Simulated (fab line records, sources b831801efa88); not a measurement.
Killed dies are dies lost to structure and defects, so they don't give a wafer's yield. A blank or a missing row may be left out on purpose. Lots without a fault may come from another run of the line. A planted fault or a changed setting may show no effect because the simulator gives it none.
fab line records | flow sky130
record lots=12 wafers=36 last_day=50
route steps=708 shown VT_ADJUST_LVTN@117 VT_ADJUST_HVTR@139 SONOS_ONO@169 PAD_OPEN@708
lots that met no fault: from a run of the same line without faults
start_h: hours from the record's first day to the start of the lot's first wafer shown | wait_h: hours since the lot's step before | " the same as in the row above | L1.1+2: a row that stands for several wafers | - no value, or no start given | * or withheld: withheld | < > ~ a bound
route shown NAME@n: a module of which the file shows steps, and the number in the route of the first | usual: mean/standard deviation of fault-free wafers | same: alike in all rows | chamber/n: place in a boat | sites: the reading at each site | _std_site: their standard deviation | _edge_site: outer sites' mean less inner sites' | radius_mm: how far each site lies from the wafer's centre | mask NAME#n: copy n | behind: the tool/chamber that last shaped the wafer | hold: why the lot was held/for how many hours/how that ended | device: the transistor (n, p or np) that didn't switch | end of line: the same wafers' tests at the end of the route | a step without rows: its recipe alone | killed: dies lost to structure and defects at the first sort, not the wafer's yield | map: a wafer's dies, x killed, . not, _ none there
set.NAME: the setting as run; set.NAME@STEP: as run at that earlier step | model.NAME: the simulator's own value behind a step, which no gauge read
steps of the route over a sample of lots; a table a step, a row a wafer
services: from which hour (start_h, from the record's first day; less than 0 if before it) a tool's chamber was out of use, for how many hours, and why
## steps
# step SKY_VT_ADJUST_LVTN_STRIP_20
# recipe chemistry=O2/N2 power_w=1400 pressure_mtorr=1500 platen_temp_c=withheld o2_flow_sccm=3000 n2_flow_sccm=300 overash_fraction=0.5
# usual drypump_motor_current_A=5.61/0.21 oes_product_au=0.715/0.0048 strip_time_to_endpoint_s=14.19/0.044
# same overash_fraction=0.5
# columns lot.wafer tool chamber start_h wait_h drypump_motor_current_A oes_product_au rf_hours_counter_h strip_time_to_endpoint_s
L699.2 plasma_asher-01 1 161.67 0.1 5.47 0.719 5 14.15
L699.3 " 1 " " 5.44 0.714 - 14.16
L699.4 " 0 " " 5.57 0.718 - 14.21
L701.2 plasma_asher-01 1 182.92 0.1 5.45 0.714 8 14.28
L701.3 " 0 " " 5.59 0.712 - 14.26
L701.5 " 1 " " 5.44 0.723 - 14.28
L706.1 plasma_asher-03 0 210.15 0.1 5.27 0.711 37 14.20
L706.3 " 1 " " 5.73 0.711 - 14.23
L706.4 " 0 " " 5.30 0.717 - 14.21
L708.3 plasma_asher-04 0 224.70 0.1 5.66 0.712 - 14.20
L708.4 " 1 " " 5.96 0.713 - 14.17
L708.6 " 1 " " 5.96 0.712 - 14.20
L709.3 plasma_asher-03 0 231.35 0.1 5.27 0.714 - 14.14
L709.5 " 0 " " 5.26 0.718 - 14.15
L709.6 " 1 " " 5.78 0.712 - 14.12
L713.2 plasma_asher-03 0 260.75 0.1 5.26 0.726 42 14.19
L713.3 " 0 " " 5.26 0.712 - 14.18
L713.6 " 1 " " 5.75 0.718 - 14.19
L714.4 plasma_asher-04 0 277.04 0.1 5.67 0.712 - 14.22
L714.5 " 0 " " 5.67 0.713 - 14.23
L714.6 " 1 " " 5.94 0.719 - 14.25
L717.2 plasma_asher-01 1 287.60 0.1 5.46 0.713 18 14.20
L717.3 " 0 " " 5.54 0.713 - 14.21
L717.4 " 1 " " 5.47 0.727 - 14.23
L720.2 plasma_asher-01 1 298.95 0.1 5.44 0.711 19 14.16
L720.4 " 0 " " 5.57 0.719 - 14.15
L720.5 " 0 " " 5.60 0.719 - 14.16
L719.1 plasma_asher-04 0 301.65 0.1 5.67 0.718 65 14.21
L719.5 " 0 " " 5.67 0.708 - 14.22
L719.6 " 1 " " 5.95 0.712 - 14.20
L721.3 plasma_asher-03 0 308.40 0.1 5.26 0.717 - 14.17
L721.4 " 1 " " 5.73 0.718 - 14.15
L721.6 " 1 " " 5.77 0.717 - 14.15
L722.2 plasma_asher-01 0 318.25 0.1 5.56 0.710 21 14.18
L722.4 " 1 " " 5.46 0.722 - 14.17
L722.5 " 1 " " 5.47 0.719 - 14.15
# step SKY_VT_ADJUST_HVTR_OVL_MEAS_08
# usual VT_ADJUST_HVTR_OVL=0.6/1.3
# columns lot.wafer tool chamber start_h wait_h VT_ADJUST_HVTR_OVL[nm]
L699.2 overlay-01 - 202.84 0.1 -0.9
L699.3 " - " " -0.5
L699.4 " - " " -0.5
L701.2 overlay-01 - 226.10 0.1 0.2
L701.3 " - " " 0.0
L701.5 " - " " -1.1
L706.1 overlay-01 - 256.03 0.1 0.5
L706.3 " - " " 1.1
L706.4 " - " " -0.7
L708.3 overlay-02 - 271.59 0.1 0.9
L708.4 " - " " 1.5
L708.6 " - " " 1.0
L709.3 overlay-02 - 278.81 0.1 1.9
L709.5 " - " " 3.6
L709.6 " - " " 4.2
L713.2 overlay-02 - 310.91 0.1 -0.8
L713.3 " - " " 2.7
L713.6 " - " " 0.7
L714.4 overlay-01 - 328.35 0.1 1.6
L714.5 " - " " 0.0
L714.6 " - " " 3.1
L717.2 overlay-02 - 339.89 0.1 0.4
L717.3 " - " " 1.9
L717.4 " - " " 1.0
L720.2 overlay-02 - 351.79 0.1 1.2
L720.4 " - " " -0.8
L720.5 " - " " -0.7
L719.1 overlay-02 - 354.53 0.1 0.7
L719.5 " - " " 0.6
L719.6 " - " " 0.6
L721.3 overlay-02 - 360.71 0.1 -0.1
L721.4 " - " " 0.4
L721.6 " - " " 1.6
L722.2 overlay-01 - 372.09 0.1 0.6
L722.4 " - " " -0.6
L722.5 " - " " -0.6
# step SKY_VT_ADJUST_HVTR_IMPLANT_09
# recipe species=B energy_kev=10 dose_cm2=2.1e+12 tilt_deg=withheld
# usual beam_on_s=10.00/0.2 end_station_pressure_torr=5.01e-06/2.6e-07 faraday_current_uA=11.84/0.24
# columns lot.wafer tool chamber start_h wait_h beam_on_s end_station_pressure_torr faraday_current_uA
L699.2 implanter-02 0 202.89 0.0 9.77 5.04e-06 12.12
L699.3 " 0 " " 10.18 4.85e-06 11.64
L699.4 " 0 " " 10.14 5.25e-06 11.61
L701.2 implanter-03 0 226.15 0.0 10.14 5.15e-06 11.65
L701.3 " 0 " " 9.83 5.08e-06 12.04
L701.5 " 0 " " 9.79 5.04e-06 12.07
L706.1 implanter-03 0 256.07 0.0 11.94 0.00010088 10.01
L706.3 " 0 " " 12.21 9.404e-05 9.82
L706.4 " 0 " " 12.47 8.963e-05 9.55
L708.3 implanter-03 0 271.67 0.1 12.04 0.00010329 9.94
L708.4 " 0 " " 12.05 9.476e-05 9.97
L708.6 " 0 " " 12.21 0.00010328 9.80
L709.3 implanter-03 0 278.89 0.1 12.24 0.00010076 9.78
L709.5 " 0 " " 12.02 9.477e-05 9.94
L709.6 " 0 " " 12.10 9.672e-05 9.89
L713.2 implanter-04 0 310.96 0.0 10.09 4.9e-06 11.72
L713.3 " 0 " " 9.74 4.81e-06 12.05
L713.6 " 0 " " 9.88 4.82e-06 12.01
L714.4 implanter-04 0 328.44 0.1 9.95 4.74e-06 11.92
L714.5 " 0 " " 9.93 5.01e-06 11.94
L714.6 " 0 " " 10.18 4.97e-06 11.57
L717.2 implanter-03 0 339.94 0.0 10.06 4.56e-06 11.79
L717.3 " 0 " " 10.07 4.97e-06 11.76
L717.4 " 0 " " 9.75 4.92e-06 12.15
L720.2 implanter-02 0 351.84 0.0 10.34 4.74e-06 11.40
L720.4 " 0 " " 10.36 5.31e-06 11.44
L720.5 " 0 " " 9.65 5.26e-06 12.26
L719.1 implanter-03 0 354.57 0.0 9.99 5.36e-06 11.90
L719.5 " 0 " " 10.27 5.08e-06 11.50
L719.6 " 0 " " 9.95 4.67e-06 11.87
L721.3 implanter-02 0 360.79 0.1 10.05 5.48e-06 11.74
L721.4 " 0 " " 10.17 4.76e-06 11.71
L721.6 " 0 " " 9.92 5.11e-06 11.97
L722.2 implanter-04 0 372.14 0.0 10.13 4.86e-06 11.74
L722.4 " 0 " " 9.73 5.08e-06 12.23
L722.5 " 0 " " 9.88 5.21e-06 11.99
# step SKY_VT_ADJUST_HVTR_TW_MEAS_11
# usual VT_ADJUST_HVTR_TW=210.6/2
# columns lot.wafer tool chamber start_h wait_h VT_ADJUST_HVTR_TW
L699.2 film_metro-01 - 203.13 0.1 214.2
L699.3 " - " " 215.1
L699.4 " - " " 213.4
L701.2 film_metro-02 - 226.39 0.1 209.1
L701.3 " - " " 211.5
L701.5 " - " " 210.7
L706.1 film_metro-02 - 256.32 0.1 221.6
L706.3 " - " " 220.0
L706.4 " - " " 221.4
L708.3 film_metro-02 - 271.89 0.1 218.9
L708.4 " - " " 221.4
L708.6 " - " " 220.9
L709.3 film_metro-02 - 279.11 0.1 221.8
L709.5 " - " " 222.3
L709.6 " - " " 220.9
L713.2 film_metro-01 - 311.20 0.1 213.9
L713.3 " - " " 214.7
L713.6 " - " " 212.8
L714.4 film_metro-03 - 328.65 0.1 211.4
L714.5 " - " " 211.1
L714.6 " - " " 211.4
L717.2 film_metro-03 - 340.18 0.1 208.1
L717.3 " - " " 209.4
L717.4 " - " " 210.4
L720.2 film_metro-03 - 352.08 0.1 209.6
L720.4 " - " " 208.7
L720.5 " - " " 209.8
L719.1 film_metro-01 - 354.82 0.1 212.8
L719.5 " - " " 213.6
L719.6 " - " " 213.0
L721.3 film_metro-03 - 361.01 0.1 210.9
L721.4 " - " " 212.0
L721.6 " - " " 212.1
L722.2 film_metro-03 - 372.38 0.1 211.5
L722.4 " - " " 211.6
L722.5 " - " " 211.1
# step SKY_SONOS_ONO_THK_MEAS_01
# recipe reads=SiO2_of_SONOS_ONO_OXIDATION_00
# usual SONOS_ONO_OXIDATION_THK=2.60/0.069
# columns lot.wafer tool chamber start_h wait_h SONOS_ONO_OXIDATION_THK[nm]
L699.2 film_metro-04 - 250.00 0.0 2.64
L699.3 " - " " 2.66
L699.4 " - " " 2.64
L701.2 film_metro-04 - 277.12 0.0 2.53
L701.3 " - " " 2.55
L701.5 " - " " 2.56
L706.1 film_metro-02 - 309.51 0.0 2.54
L706.3 " - " " 2.57
L706.4 " - " " 2.50
L708.3 film_metro-04 - 326.96 0.0 2.57
L708.4 " - " " 2.59
L708.6 " - " " 2.58
L709.3 film_metro-03 - 335.29 0.0 2.58
L709.5 " - " " 2.58
L709.6 " - " " 2.56
L713.2 film_metro-03 - 366.06 0.1 2.71
L713.3 " - " " 2.73
L713.6 " - " " 2.72
L714.4 film_metro-02 - 384.91 0.0 2.58
L714.5 " - " " 2.53
L714.6 " - " " 2.58
L717.2 film_metro-03 - 398.47 0.0 2.61
L717.3 " - " " 2.64
L717.4 " - " " 2.63
L720.2 film_metro-02 - 410.51 0.0 2.59
L720.4 " - " " 2.67
L720.5 " - " " 2.61
L719.1 film_metro-02 - 414.61 0.0 2.64
L719.5 " - " " 2.63
L719.6 " - " " 2.68
L721.3 film_metro-04 - 420.77 0.0 2.60
L721.4 " - " " 2.60
L721.6 " - " " 2.65
L722.2 film_metro-03 - 434.52 0.0 2.64
L722.4 " - " " 2.67
L722.5 " - " " 2.66
# step SKY_PAD_OPEN_PROBE_99
# usual killed_at_M0_to_M3=42/7.5 killed_at_M4_up=3.2/1.7 killed_at_contacts=24/5.1 killed_at_front_end=15/4.1 killed_at_other=0.3/0.58 killed_dies=85/8.9 killed_open=46/6.4 killed_short=39/6
# same gross_dies=492 killed_at_back_side=0
# columns lot.wafer tool chamber start_h wait_h killed_at_M0_to_M3 killed_at_M4_up killed_at_contacts killed_at_front_end killed_at_other killed_dies killed_open killed_short
L706.1 prober-02 - 1121.90 0.1 58 1 27 17 0 103 56 47
L706.3 prober-02 - 1122.00 0.2 53 4 32 11 1 101 50 51
L706.4 prober-02 - 1122.05 0.2 34 3 27 12 0 76 38 38
L721.3 prober-01 - 1189.64 0.2 51 3 30 15 0 99 61 38
L721.4 prober-01 - 1189.69 0.2 39 1 22 10 0 72 45 27
L721.6 prober-01 - 1189.79 0.2 45 2 17 16 0 80 48 32
# killed by level:class
L706.1 VIA3:geometric_particle:open=11 VIA1:geometric_particle:open=10 VIA1:geometric_particle:short=9 CONTACT:geometric_particle:open=8 LI_CONTACT:geometric_particle:open=8 LOCAL_INTERCONNECT:geometric_particle:short=7 METAL1:geometric_particle:short=7 VIA2:geometric_particle:open=6
L706.3 VIA1:geometric_particle:open=13 CONTACT:geometric_particle:open=11 VIA3:geometric_particle:open=9 LOCAL_INTERCONNECT:geometric_particle:short=8 LI_CONTACT:geometric_particle:open=6 METAL1:geometric_particle:short=6 METAL2:geometric_particle:short=6 VIA2:geometric_particle:open=6
L706.4 CONTACT:geometric_particle:open=8 LI_CONTACT:geometric_particle:open=7 VIA2:geometric_particle:open=7 VIA3:geometric_particle:open=6 CONTACT:geometric_particle:short=5 METAL1:geometric_particle:short=4 VIA1:geometric_particle:short=4 FIELD_ISO:geometric_particle:open=3
L721.3 CONTACT:geometric_particle:open=14 VIA1:geometric_particle:open=11 FIELD_ISO:geometric_particle:open=8 METAL1:geometric_particle:short=8 LI_CONTACT:geometric_particle:open=7 VIA3:geometric_particle:open=7 LOCAL_INTERCONNECT:geometric_particle:short=5 VIA2:geometric_particle:open=5
L721.4 VIA1:geometric_particle:open=12 CONTACT:geometric_particle:open=7 LI_CONTACT:geometric_particle:open=6 METAL1:geometric_particle:short=6 FIELD_ISO:geometric_particle:open=5 VIA1:geometric_particle:short=5 VIA3:geometric_particle:open=5 CONTACT:geometric_particle:short=3
L721.6 VIA1:geometric_particle:open=10 VIA2:geometric_particle:open=10 VIA3:geometric_particle:open=6 CONTACT:geometric_particle:open=5 VIA2:geometric_particle:short=5 POLY_GATE:geometric_particle:short=4 LI_CONTACT:geometric_particle:open=4 CONTACT:geometric_particle:short=4
## services
# columns tool chamber start_h hours kind
implanter-02 - 145.40 4.6 repair
implanter-02 - 180.64 0.8 repair
plasma_asher-01 - 191.64 2.0 repair
plasma_asher-03 - 195.75 4.3 repair
implanter-03 - 209.13 2.0 repair
implanter-03 - 227.16 5.1 repair
implanter-04 - 246.75 4.5 repair
implanter-03 - 279.13 4.1 repair
implanter-03 - 294.46 1.4 repair
implanter-03 - 304.55 4.8 pm
implanter-02 - 310.71 5.7 pm
implanter-02 - 318.65 1.3 repair
plasma_asher-03 - 342.79 1.5 repair
plasma_asher-04 - 349.62 0.7 repair
plasma_asher-04 - 358.22 2.4 repair
## key
first_sign step=SKY_VT_ADJUST_HVTR_IMPLANT_09 reading=end_station_pressure_torr direction=up sigmas=99+ usual=5.01e-06 struck=9.757e-05
effect step=SKY_VT_ADJUST_HVTR_IMPLANT_09 reading=beam_on_s direction=up sigmas=11 usual=10.00 struck=12.14
effect step=SKY_VT_ADJUST_HVTR_TW_MEAS_11 reading=VT_ADJUST_HVTR_TW direction=up sigmas=5.2 usual=210.6 struck=221.0
met_at SKY_VT_ADJUST_HVTR_IMPLANT_09
struck_lots L706,L708,L709
tester_left_out L706,L708,L709
not_acting_at SKY_VT_ADJUST_LVTN_STRIP_20,SKY_VT_ADJUST_HVTR_OVL_MEAS_08,SKY_SONOS_ONO_THK_MEAS_01
onset_between 226.15 256.07
fault kind=process_parameter_drift tool=implanter-03 chamber=- onset_h=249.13 steps=SKY_VT_ADJUST_HVTR_IMPLANT_09 channel=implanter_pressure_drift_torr offset=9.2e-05 shape=step end_h=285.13
fault kind=process_parameter_drift tool=implanter-03 chamber=- onset_h=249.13 steps=SKY_VT_ADJUST_HVTR_IMPLANT_09 channel=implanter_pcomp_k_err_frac offset=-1 shape=step end_h=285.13
# tester_left_out: of these lots the tester's yield and bins aren't shown, on N5 and GAA mostly nor the transistor test; their killed dies are dies lost to structure and defects alone, not to doping, threshold or leakage, so they don't give the yield
